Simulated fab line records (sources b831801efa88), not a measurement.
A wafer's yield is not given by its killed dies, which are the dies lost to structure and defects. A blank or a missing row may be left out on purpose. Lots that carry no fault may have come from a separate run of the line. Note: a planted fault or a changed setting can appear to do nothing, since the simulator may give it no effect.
Chamber matching -- flow gf180mcu -- GF_V1_CMP_04 on cmp-02: 4 sister chambers
The step polishes SiO2. 18 wafers are shown with their chamber, then 9 later ones without.

== WAFERS, EACH WITH ITS CHAMBER ==
wafer,chamber,motorCurrentA (A),timeToEndpointS (s)
L154.4,0,13.1,94
L154.5,1,13.2,94
L154.6,2,13.0,94
L155.1,3,13.8,82
L155.3,2,13.7,83
L155.6,1,14.0,87
L157.1,2,12.9,76
L157.3,1,13.2,76
L157.4,3,13.7,82
L162.1,3,14.0,79
L162.2,1,13.1,79
L162.6,2,13.0,87
L163.1,1,13.4,81
L163.4,0,13.6,91
L163.5,2,13.2,91
L172.4,0,13.3,89
L172.5,1,13.1,83
L172.6,0,13.9,77

SIGNATURES (averages over the wafers above)
reading,chamber 0,chamber 1,chamber 2,chamber 3,scatter within a chamber
motorCurrentA,13.475,13.333,13.160,13.833,0.318
timeToEndpointS,87.75,83.33,86.20,81.00,6.42
Rule: for a wafer and a chamber, the distance is found by dividing, reading by reading, the gap between the wafer's reading and the chamber's mean by the reading's scatter, squaring, summing and taking the root. If the next closest chamber is less than 2 further off than the closest, the wafer can't be placed; otherwise it belongs to the closest. The scatter is the square root of a quotient: the sum, over the shown wafers, of each reading's squared deviation from its chamber's mean, divided by wafers minus chambers.

== WAFERS MISSING THEIR CHAMBER ==
wafer,motorCurrentA (A),timeToEndpointS (s)
L174.1,13.3,79
L174.2,14.0,76
L174.6,13.1,83
L175.2,14.2,76
L175.3,14.3,81
L175.4,13.5,84
L176.3,14.8,71
L176.4,12.6,79
L176.5,14.1,76

== CHAMBER TAKEN BY EACH ==
wafer,from the rows above,in truth
L174.1,can't be placed: 1 or 2 or 0 or 3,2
L174.2,can't be placed: 3 or 1 or 0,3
L174.6,can't be placed: 2 or 1 or 0 or 3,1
L175.2,can't be placed: 3 or 0 or 1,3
L175.3,can't be placed: 3 or 0 or 1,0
L175.4,can't be placed: 1 or 0 or 2 or 3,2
L176.3,can't be placed: 3 or 0 or 1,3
L176.4,can't be placed: 2 or 1 or 0 or 3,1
L176.5,can't be placed: 3 or 1 or 0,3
Correctly placed: 0 of 9. Not placeable from these rows: 9 (in 9, the candidates include the true chamber). Wrongly placed: 0.
